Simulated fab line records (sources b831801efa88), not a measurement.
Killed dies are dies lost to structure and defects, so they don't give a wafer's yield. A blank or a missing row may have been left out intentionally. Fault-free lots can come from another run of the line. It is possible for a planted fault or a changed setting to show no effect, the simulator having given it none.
fab line records	flow gf180mcu	part 1 of 2: steps 1 to 25 of 35
[record] lots = 5	wafers = 15	lastDay = 33
route steps=602 shown HV_LDD@220 NSD@235 PSD@248
lots that met no fault: from a run of the same line without faults
startH: the number of hours between the record's first day and the start of the first shown wafer of the lot	waitH: how many hours have passed since the lot's step before this one	" same as the row above	L1.1+2: a single row standing in for several wafers	- value missing, or start not given	* or withheld: withheld	< > ~ a bound
route shown NAME@n: names a module that has steps shown in the file, with the first one's number in the route	usual: mean/standard deviation of fault-free wafers	same: alike in all rows	chamber/n: place in a boat	sites: each site's reading	_std_site: the standard deviation of these	_edge_site: mean of outer sites minus mean of inner sites	radiusMm: how far each site lies from the wafer's centre	mask NAME#n: copy n	behind: the most recent tool/chamber to have shaped the wafer	hold: why the lot was held/for how many hours/how that ended	device: the transistor (n, p or np) that didn't switch	end of line: at the end of the route, the tests of the same wafers	a step without rows: its recipe alone	killed: dies lost to structure and defects at the first sort, not the wafer's yield	map: the dies of a wafer, with x for killed, . for not killed, _ for no die there
set.NAME: the setting that was run; set.NAME@STEP: the one run at that earlier step	model.NAME: the simulator's own value behind a step, which no gauge read
lots seen at some steps along the route; tables by step, rows by wafer
services: from which hour (startH, from the record's first day; less than 0 if before it) a tool's chamber was out of use, for how many hours, and why
[[steps]]
[step GF_HV_LDD_PEB_44]
[recipe] tempC = withheld	timeS = *	resist = NOVOLAK
[usual] exhaustPa = 45.0/1.1
[same] timeS = *
lot.wafer	tool	chamber	startH	waitH	exhaustPa
L075.1	lithoTrack-01	0	-	-	45.1
L075.4	"	0	"	"	45.8
L075.6	"	0	"	"	45.3
L080.1	lithoTrack-01	0	-	-	45.7
L080.2	"	0	"	"	45.9
L080.6	"	0	"	"	45.4
L081.4	lithoTrack-04	0	-	-	44.2
L081.5	"	0	"	"	45.3
L081.6	"	0	"	"	46.1
L092.1	lithoTrack-01	0	-	-	44.0
L092.2	"	0	"	"	45.3
L092.5	"	0	"	"	45.4
L095.1	lithoTrack-01	0	-	-	43.8
L095.2	"	0	"	"	45.0
L095.4	"	0	"	"	44.5
[step GF_HV_LDD_DEVELOP_45]
[recipe] developTimeS = 60	devTempC = 23
[usual] developerTempC = 23.00/0.1	exhaustPa = 45.0/0.85
lot.wafer	tool	chamber	startH	waitH	developerTempC	exhaustPa
L075.1	lithoTrack-01	0	279.72	0.1	22.98	45.8
L075.4	"	0	"	"	22.91	44.6
L075.6	"	0	"	"	22.96	44.8
L080.1	lithoTrack-01	0	318.57	0.1	23.09	43.4
L080.2	"	0	"	"	23.05	44.2
L080.6	"	0	"	"	22.95	44.9
L081.4	lithoTrack-04	0	329.15	0.1	23.04	45.8
L081.5	"	0	"	"	23.02	45.5
L081.6	"	0	"	"	23.10	45.4
L092.1	lithoTrack-01	0	418.42	0.1	23.06	46.3
L092.2	"	0	"	"	23.08	45.6
L092.5	"	0	"	"	23.14	45.8
L095.1	lithoTrack-01	0	436.67	0.1	23.20	46.0
L095.2	"	0	"	"	22.88	45.5
L095.4	"	0	"	"	23.02	45.2
[step GF_HV_LDD_CD_MEAS_46]
[recipe] targetCdNm = 400
[usual] cdNm = 399.7/1.9
lot.wafer	tool	chamber	startH	waitH	cdNm
L075.1	cdSem-01	-	279.87	0.1	400.7
L075.4	"	-	"	"	398.8
L075.6	"	-	"	"	397.4
L080.1	cdSem-02	-	318.72	0.1	402.3
L080.2	"	-	"	"	402.3
L080.6	"	-	"	"	402.2
L081.4	cdSem-01	-	329.29	0.1	395.9
L081.5	"	-	"	"	398.4
L081.6	"	-	"	"	397.9
L092.1	cdSem-02	-	418.57	0.1	398.9
L092.2	"	-	"	"	398.1
L092.5	"	-	"	"	399.1
L095.1	cdSem-02	-	436.82	0.1	399.4
L095.2	"	-	"	"	400.7
L095.4	"	-	"	"	400.8
[step GF_HV_LDD_OVL_MEAS_47]
[usual] HV_LDD_03_OVL = 1.9/1.4
lot.wafer	tool	chamber	startH	waitH	HV_LDD_03_OVL[nm]
L075.1	overlay-01	-	279.99	0.1	1.6
L075.4	"	-	"	"	1.9
L075.6	"	-	"	"	0.8
L080.1	overlay-01	-	318.84	0.1	-0.5
L080.2	"	-	"	"	-0.9
L080.6	"	-	"	"	0.5
L081.4	overlay-02	-	329.36	0.1	0.3
L081.5	"	-	"	"	-0.7
L081.6	"	-	"	"	0.1
L092.1	overlay-01	-	418.69	0.1	0.8
L092.2	"	-	"	"	0.5
L092.5	"	-	"	"	0.7
L095.1	overlay-02	-	436.94	0.1	3.8
L095.2	"	-	"	"	3.6
L095.4	"	-	"	"	5.1
[step GF_HV_LDD_IMPLANT_48]
[recipe] species = B	energyKev = 25	doseCm2 = 3e+13	tiltDeg = 7
[usual] beamEnergyKeV = 25.001/0.0075
lot.wafer	tool	chamber	startH	waitH	beamEnergyKeV
L075.1	implanter-04	0	280.03	0.0	25.001
L075.4	"	0	"	"	24.994
L075.6	"	0	"	"	24.995
L080.1	implanter-04	0	318.88	0.0	25.017
L080.2	"	0	"	"	25.012
L080.6	"	0	"	"	25.007
L081.4	implanter-04	0	329.46	0.1	25.005
L081.5	"	0	"	"	25.001
L081.6	"	0	"	"	24.999
L092.1	implanter-03	0	418.72	0.0	24.996
L092.2	"	0	"	"	25.008
L092.5	"	0	"	"	25.005
L095.1	implanter-02	0	436.97	0.0	25.009
L095.2	"	0	"	"	25.007
L095.4	"	0	"	"	25.005
[step GF_HV_LDD_STRIP_49]
[recipe] chemistry = O2/N2	powerW = 1400	pressureMtorr = 1500	platenTempC = 250	o2FlowSccm = 3000	n2FlowSccm = 300	overashFraction = 0.5
[usual] drypumpMotorCurrentA = 5.8/0.66	heaterPowerW = 320/30	n2FlowSccm = 300.0/0.99	oesProductAu = 0.716/0.0047	stripTimeToEndpointS = 12.64/0.033
lot.wafer	tool	chamber	startH	waitH	drypumpMotorCurrentA	heaterPowerW	n2FlowSccm	oesProductAu	rfHoursCounterH	stripTimeToEndpointS
L075.1	plasmaAsher-01	0	280.18	0.1	5.6	324	302.4	0.711	50	12.69
L075.4	"	0	"	"	5.6	311	301.6	0.713	-	12.67
L075.6	"	0	"	"	5.5	334	299.6	0.706	-	12.65
L080.1	plasmaAsher-04	0	319.03	0.1	5.2	305	299.6	0.722	66	12.61
L080.2	"	1	"	"	6.2	351	300.3	0.713	66	12.62
L080.6	"	1	"	"	6.2	344	300.2	0.717	-	12.58
L081.4	plasmaAsher-03	1	329.57	0.1	6.5	310	299.2	0.722	-	12.62
L081.5	"	0	"	"	4.8	367	301.8	0.707	-	12.64
L081.6	"	1	"	"	6.5	303	298.6	0.714	-	12.66
L092.1	plasmaAsher-03	1	418.87	0.1	6.5	306	301.1	0.716	31	12.61
L092.2	"	0	"	"	4.7	373	301.0	0.718	31	12.62
L092.5	"	1	"	"	6.5	305	298.9	0.715	-	12.65
L095.1	plasmaAsher-03	0	437.12	0.1	4.7	365	299.6	0.719	33	12.66
L095.2	"	1	"	"	6.5	305	299.3	0.721	33	12.62
L095.4	"	1	"	"	6.5	306	298.8	0.706	-	12.63
[step GF_HV_LDD_TW_MEAS_50]
[usual] HV_LDD_4_TW = 567/3.7
lot.wafer	tool	chamber	startH	waitH	HV_LDD_4_TW
L075.1	filmMetro-01	-	280.28	0.1	565
L075.4	"	-	"	"	566
L075.6	"	-	"	"	565
L080.1	filmMetro-03	-	319.13	0.1	571
L080.2	"	-	"	"	575
L080.6	"	-	"	"	572
L081.4	filmMetro-03	-	329.66	0.1	571
L081.5	"	-	"	"	573
L081.6	"	-	"	"	573
L092.1	filmMetro-01	-	418.97	0.1	567
L092.2	"	-	"	"	565
L092.5	"	-	"	"	564
L095.1	filmMetro-04	-	437.22	0.1	569
L095.2	"	-	"	"	568
L095.4	"	-	"	"	568
[step GF_HV_LDD_CLEAN_51]
[recipe] chemistry = SC1/SC2	mix = 1:4:20	tempC = 70	timeS = 150	dry = n2Spin
[same] timeS = 150
lot.wafer	tool	chamber	startH	waitH
L075.1+4+6	wetBench-02	0	280.34	0.1
L080.1+2+6	wetBench-04	2	319.19	0.1
L081.4+5+6	wetBench-02	3	329.69	0.0
L092.1+2+5	wetBench-02	1	419.03	0.1
L095.1+2+4	wetBench-02	1	437.28	0.1
[step GF_HV_LDD_RTA_52]
[recipe] tempC = 1000	timeS = 10	ambient = N2
[usual] annealTempCMax = 1004.0/1.1	lampPowerPct = 33/6.2	wafer_temp_C_max = 1005.5/1.2
[same] timeS = 10
lot.wafer	tool	chamber	startH	waitH	annealTempCMax	lampPowerPct	wafer_temp_C_max
L075.1	rtpAnneal-02	0	280.39	0.0	1004.3	28	1004.7
L075.4	"	0	"	"	1004.0	28	1003.7
L075.6	"	0	"	"	1004.8	28	1005.7
L080.1	rtpAnneal-02	0	319.24	0.0	1004.7	28	1005.2
L080.2	"	0	"	"	1003.8	28	1005.0
L080.6	"	0	"	"	1004.6	28	1006.4
L081.4	rtpAnneal-01	0	329.78	0.0	1003.1	41	1005.4
L081.5	"	0	"	"	1002.8	41	1008.3
L081.6	"	0	"	"	1004.3	41	1006.8
L092.1	rtpAnneal-01	0	419.13	0.0	1002.8	41	1006.6
L092.2	"	0	"	"	1003.5	41	1004.4
L092.5	"	0	"	"	1002.7	41	1004.6
L095.1	rtpAnneal-02	0	437.33	0.0	1007.2	28	1004.7
L095.2	"	0	"	"	1005.1	28	1004.8
L095.4	"	0	"	"	1003.8	28	1004.9
[step GF_HV_LDD_RS_MEAS_53]
[recipe] thkMeasGauge = four-point-probe
[usual] HV_LDD_RS = 418.6/0.98
lot.wafer	tool	chamber	startH	waitH	HV_LDD_RS[ohm/sq]
L075.1	filmMetro-04	-	280.45	0.1	417.8
L075.4	"	-	"	"	418.5
L075.6	"	-	"	"	418.7
L080.1	filmMetro-03	-	319.31	0.1	417.7
L080.2	"	-	"	"	417.4
L080.6	"	-	"	"	418.5
L081.4	filmMetro-03	-	329.87	0.1	419.4
L081.5	"	-	"	"	419.5
L081.6	"	-	"	"	419.2
L092.1	filmMetro-03	-	419.20	0.1	418.3
L092.2	"	-	"	"	418.3
L092.5	"	-	"	"	418.9
L095.1	filmMetro-04	-	437.40	0.1	421.1
L095.2	"	-	"	"	419.2
L095.4	"	-	"	"	419.9
[step GF_HV_LDD_CVD_54]
[recipe] material = SiO2	targetThkNm = 10	precursor = TEOS	tempC = 680	timeS = 75	pressureMtorr = 400
[same] timeS = 75
lot.wafer	tool	chamber	startH	waitH
L075.1+4+6	lpcvd-01	0	280.57	0.1
L080.1+2+6	lpcvd-01	0	319.43	0.1
L081.4+5+6	lpcvd-01	0	329.93	0.0
L092.1+2+5	lpcvd-01	1	419.32	0.1
L095.1+2+4	lpcvd-02	1	437.52	0.1
[step GF_HV_LDD_THK_MEAS_55]
[recipe] reads = SiO2_of_HV_LDD_CVD_54
[usual] HV_LDD_CVD_54_THK = 10.00/0.15
lot.wafer	tool	chamber	startH	waitH	HV_LDD_CVD_54_THK[nm]
L075.1	filmMetro-04	-	281.59	0.0	10.08
L075.4	"	-	"	"	10.10
L075.6	"	-	"	"	10.18
L080.1	filmMetro-03	-	320.45	0.0	9.97
L080.2	"	-	"	"	9.96
L080.6	"	-	"	"	9.88
L081.4	filmMetro-01	-	331.49	0.0	10.04
L081.5	"	-	"	"	10.03
L081.6	"	-	"	"	10.02
L092.1	filmMetro-01	-	420.34	0.0	9.63
L092.2	"	-	"	"	9.58
L092.5	"	-	"	"	9.54
L095.1	filmMetro-04	-	438.54	0.0	10.27
L095.2	"	-	"	"	10.09
L095.4	"	-	"	"	10.05
[step GF_HV_LDD_CVD_56]
[recipe] material = Si3N4	precursor = DCS/NH3	targetThkNm = 90	tempC = 770	timeS = 1543	pressureMtorr = 250
[same] timeS = 1543
lot.wafer	tool	chamber	startH	waitH
L075.1+4+6	lpcvd-01	0	281.65	0.1
L080.1+2+6	lpcvd-01	1	320.51	0.1
L081.4+5+6	lpcvd-02	1	331.52	0.0
L092.1+2+5	lpcvd-02	0	420.40	0.1
L095.1+2+4	lpcvd-01	1	438.60	0.1
[step GF_HV_LDD_THK_MEAS_57]
[recipe] reads = Si3N4_of_HV_LDD_CVD_56
[usual] HV_LDD_CVD_56_THK = 90.1/0.87
lot.wafer	tool	chamber	startH	waitH	HV_LDD_CVD_56_THK[nm]
L075.1	filmMetro-01	-	283.08	0.0	90.8
L075.4	"	-	"	"	90.8
L075.6	"	-	"	"	90.9
L080.1	filmMetro-03	-	321.94	0.0	91.1
L080.2	"	-	"	"	91.0
L080.6	"	-	"	"	90.1
L081.4	filmMetro-03	-	332.98	0.0	91.1
L081.5	"	-	"	"	91.3
L081.6	"	-	"	"	90.6
L092.1	filmMetro-04	-	421.83	0.0	90.9
L092.2	"	-	"	"	90.8
L092.5	"	-	"	"	90.8
L095.1	filmMetro-01	-	440.03	0.0	89.2
L095.2	"	-	"	"	89.4
L095.4	"	-	"	"	89.0
[step GF_HV_LDD_ETCHBACK_58]
[recipe] chemistry = CH3F/O2	target = Si3N4	stopOn = SiO2	sourceW = 400	biasW = 80	pressureMtorr = 25	ch3fFlowSccm = 40	O2_flow_sccm = 30	timeS = 100	targetDepthA = 900
[usual] drypumpMotorCurrentA = 5.9/0.35	oesProductAu = 0.843/0.0062	throttleValvePct = 10.562/0.0095
[same] timeS = 100
lot.wafer	tool	chamber	startH	waitH	drypumpMotorCurrentA	oesProductAu	rfHoursCounterH	throttleValvePct
L075.1	rieDiel-01	3	283.14	0.1	5.6	0.851	21	10.555
L075.4	"	2	"	"	6.0	0.846	49	10.560
L075.6	"	2	"	"	6.0	0.849	-	10.572
L080.1	rieDiel-03	3	322.00	0.1	6.2	0.849	49	10.577
L080.2	"	1	"	"	5.6	0.836	26	10.574
L080.6	"	3	"	"	6.2	0.850	-	10.566
L081.4	rieDiel-03	1	333.01	0.0	5.6	0.841	27	10.555
L081.5	"	1	"	"	5.6	0.845	-	10.563
L081.6	"	0	"	"	6.0	0.846	-	10.564
L092.1	rieDiel-03	0	421.89	0.1	6.0	0.854	2	10.557
L092.2	"	2	"	"	6.5	0.844	34	10.567
L092.5	"	0	"	"	6.0	0.846	-	10.565
L095.1	rieDiel-02	0	440.09	0.1	6.1	0.838	4	10.563
L095.2	"	1	"	"	6.1	0.837	11	10.551
L095.4	"	2	"	"	6.0	0.834	5	10.556
[step GF_NSD_DEHYDRATE_00]
[recipe] tempC = 200	timeS = 60
[usual] exhaustPa = 45.3/0.71
[same] timeS = 60
lot.wafer	tool	chamber	startH	waitH	exhaustPa
L075.1	lithoTrack-01	0	292.77	9.6	44.6
L075.4	"	0	"	"	45.7
L075.6	"	0	"	"	46.2
L080.1	lithoTrack-03	0	332.06	10.0	45.9
L080.2	"	0	"	"	45.2
L080.6	"	0	"	"	46.9
L081.4	lithoTrack-03	0	342.88	9.8	44.5
L081.5	"	0	"	"	45.1
L081.6	"	0	"	"	45.5
L092.1	lithoTrack-04	0	433.42	11.5	47.3
L092.2	"	0	"	"	45.2
L092.5	"	0	"	"	44.9
L095.1	lithoTrack-01	0	451.92	11.8	44.3
L095.2	"	0	"	"	45.3
L095.4	"	0	"	"	45.9
[step GF_NSD_HMDS_01]
[recipe] primeTimeS = 60	primeTempC = 120
[usual] exhaustPa = 45.0/0.88
lot.wafer	tool	chamber	startH	waitH	exhaustPa
L075.1	lithoTrack-01	0	292.92	0.1	45.5
L075.4	"	0	"	"	45.6
L075.6	"	0	"	"	45.5
L080.1	lithoTrack-03	0	332.21	0.1	46.4
L080.2	"	0	"	"	44.9
L080.6	"	0	"	"	45.1
L081.4	lithoTrack-03	0	343.03	0.1	43.3
L081.5	"	0	"	"	42.5
L081.6	"	0	"	"	42.9
L092.1	lithoTrack-04	0	433.57	0.1	45.9
L092.2	"	0	"	"	44.7
L092.5	"	0	"	"	45.2
L095.1	lithoTrack-01	0	452.07	0.1	45.0
L095.2	"	0	"	"	45.7
L095.4	"	0	"	"	44.0
[step GF_NSD_COAT_02]
[recipe] resist = NOVOLAK	spinRpm = 3000	resistThkNm = 1000
[usual] exhaustPa = 45.0/0.92
lot.wafer	tool	chamber	startH	waitH	exhaustPa
L075.1	lithoTrack-01	0	293.07	0.1	45.0
L075.4	"	0	"	"	44.8
L075.6	"	0	"	"	45.8
L080.1	lithoTrack-03	0	332.36	0.1	44.8
L080.2	"	0	"	"	44.5
L080.6	"	0	"	"	46.2
L081.4	lithoTrack-03	0	343.18	0.1	44.6
L081.5	"	0	"	"	45.0
L081.6	"	0	"	"	46.0
L092.1	lithoTrack-04	0	433.72	0.1	43.8
L092.2	"	0	"	"	45.5
L092.5	"	0	"	"	45.2
L095.1	lithoTrack-01	0	452.22	0.1	43.4
L095.2	"	0	"	"	44.7
L095.4	"	0	"	"	44.3
[step GF_NSD_SOFTBAKE_03]
[recipe] tempC = 90	timeS = 60	resist = NOVOLAK
[usual] exhaustPa = 44.8/0.8
[same] timeS = 60
lot.wafer	tool	chamber	startH	waitH	exhaustPa
L075.1	lithoTrack-01	0	293.22	0.1	45.3
L075.4	"	0	"	"	44.1
L075.6	"	0	"	"	44.2
L080.1	lithoTrack-03	0	332.51	0.1	44.0
L080.2	"	0	"	"	44.1
L080.6	"	0	"	"	44.5
L081.4	lithoTrack-03	0	343.33	0.1	45.4
L081.5	"	0	"	"	45.6
L081.6	"	0	"	"	45.9
L092.1	lithoTrack-04	0	433.87	0.1	44.5
L092.2	"	0	"	"	44.3
L092.5	"	0	"	"	44.4
L095.1	lithoTrack-01	0	452.37	0.1	46.2
L095.2	"	0	"	"	44.3
L095.4	"	0	"	"	44.1
[step GF_NSD_EXPOSE_04]
[recipe] maskId = Nplus	targetCdNm = 400	na = 0.6	sourceShape = conventional	sigmaOuter = 0.6	doseMj = 140
[usual] exposureDoseMJCm2 = 139.99/0.13
lot.wafer	tool	chamber	startH	waitH	mask	exposureDoseMJCm2
L075.1	ilineStepper-01	0	-	-	Nplus#0	140.12
L075.4	"	0	"	"	Nplus#0	139.73
L075.6	"	0	"	"	Nplus#0	139.90
L080.1	ilineStepper-02	0	-	-	Nplus#0	139.78
L080.2	"	0	"	"	Nplus#0	139.74
L080.6	"	0	"	"	Nplus#0	140.06
L081.4	ilineStepper-01	0	-	-	Nplus#0	140.03
L081.5	"	0	"	"	Nplus#0	140.12
L081.6	"	0	"	"	Nplus#0	140.16
L092.1	ilineStepper-02	0	-	-	Nplus#0	139.90
L092.2	"	0	"	"	Nplus#0	139.81
L092.5	"	0	"	"	Nplus#0	140.12
L095.1	ilineStepper-02	0	-	-	Nplus#0	139.93
L095.2	"	0	"	"	Nplus#0	140.10
L095.4	"	0	"	"	Nplus#0	140.08
[step GF_NSD_PEB_05]
[recipe] tempC = withheld	timeS = *	resist = NOVOLAK
[usual] exhaustPa = 45.1/0.83
[same] timeS = *
lot.wafer	tool	chamber	startH	waitH	exhaustPa
L075.1	lithoTrack-04	0	-	-	45.5
L075.4	"	0	"	"	45.6
L075.6	"	0	"	"	44.6
L080.1	lithoTrack-04	0	-	-	43.5
L080.2	"	0	"	"	44.4
L080.6	"	0	"	"	44.0
L081.4	lithoTrack-01	0	-	-	44.4
L081.5	"	0	"	"	45.4
L081.6	"	0	"	"	44.9
L092.1	lithoTrack-01	0	-	-	47.0
L092.2	"	0	"	"	46.3
L092.5	"	0	"	"	46.3
L095.1	lithoTrack-04	0	-	-	44.0
L095.2	"	0	"	"	44.7
L095.4	"	0	"	"	45.2
[step GF_NSD_DEVELOP_06]
[recipe] developTimeS = 60	devTempC = 23
[usual] developerTempC = 23.00/0.1	exhaustPa = 44.9/0.8
lot.wafer	tool	chamber	startH	waitH	developerTempC	exhaustPa
L075.1	lithoTrack-04	0	302.73	0.1	23.00	45.7
L075.4	"	0	"	"	23.03	45.1
L075.6	"	0	"	"	22.97	46.7
L080.1	lithoTrack-04	0	342.43	0.1	22.85	44.0
L080.2	"	0	"	"	22.72	43.2
L080.6	"	0	"	"	22.75	44.7
L081.4	lithoTrack-01	0	353.84	0.1	22.93	45.0
L081.5	"	0	"	"	22.83	45.3
L081.6	"	0	"	"	22.82	44.8
L092.1	lithoTrack-01	0	445.42	0.1	23.04	45.5
L092.2	"	0	"	"	23.11	44.5
L092.5	"	0	"	"	23.03	44.3
L095.1	lithoTrack-04	0	464.22	0.1	23.04	44.3
L095.2	"	0	"	"	22.93	45.4
L095.4	"	0	"	"	23.03	45.8
[step GF_NSD_CD_MEAS_07]
[recipe] targetCdNm = 400
[usual] cdNm = 399.9/2.3
lot.wafer	tool	chamber	startH	waitH	cdNm
L075.1	cdSem-02	-	302.88	0.1	397.9
L075.4	"	-	"	"	399.7
L075.6	"	-	"	"	397.2
L080.1	cdSem-01	-	342.58	0.1	399.5
L080.2	"	-	"	"	399.8
L080.6	"	-	"	"	397.5
L081.4	cdSem-02	-	353.98	0.1	404.2
L081.5	"	-	"	"	402.5
L081.6	"	-	"	"	404.8
L092.1	cdSem-01	-	445.57	0.1	401.3
L092.2	"	-	"	"	398.9
L092.5	"	-	"	"	400.1
L095.1	cdSem-01	-	464.39	0.1	401.1
L095.2	"	-	"	"	398.3
L095.4	"	-	"	"	399.1
[step GF_NSD_OVL_MEAS_08]
[usual] NSD_OVL = 0.2/1.5
lot.wafer	tool	chamber	startH	waitH	NSD_OVL[nm]
L075.1	overlay-02	-	303.00	0.1	1.4
L075.4	"	-	"	"	1.6
L075.6	"	-	"	"	1.5
L080.1	overlay-01	-	342.70	0.1	-0.8
L080.2	"	-	"	"	-0.5
L080.6	"	-	"	"	-0.7
L081.4	overlay-02	-	354.06	0.1	1.3
L081.5	"	-	"	"	2.2
L081.6	"	-	"	"	2.7
L092.1	overlay-02	-	445.69	0.1	0.0
L092.2	"	-	"	"	-1.2
L092.5	"	-	"	"	0.7
L095.1	overlay-01	-	464.51	0.1	-2.4
L095.2	"	-	"	"	-1.0
L095.4	"	-	"	"	-1.9
[step GF_NSD_IMPLANT_09]
[recipe] species = As	energyKev = 60	doseCm2 = 4e+15	tiltDeg = 7
[usual] beamEnergyKeV = 60.002/0.017
lot.wafer	tool	chamber	startH	waitH	beamEnergyKeV
L075.1	implanter-01	0	303.03	0.0	60.020
L075.4	"	0	"	"	60.004
L075.6	"	0	"	"	60.000
L080.1	implanter-03	0	342.73	0.0	60.010
L080.2	"	0	"	"	60.010
L080.6	"	0	"	"	60.021
L081.4	implanter-01	0	354.15	0.1	59.987
L081.5	"	0	"	"	59.975
L081.6	"	0	"	"	59.975
L092.1	implanter-01	0	445.72	0.0	60.017
L092.2	"	0	"	"	60.017
L092.5	"	0	"	"	59.994
L095.1	implanter-01	0	464.54	0.0	60.017
L095.2	"	0	"	"	60.012
L095.4	"	0	"	"	60.033
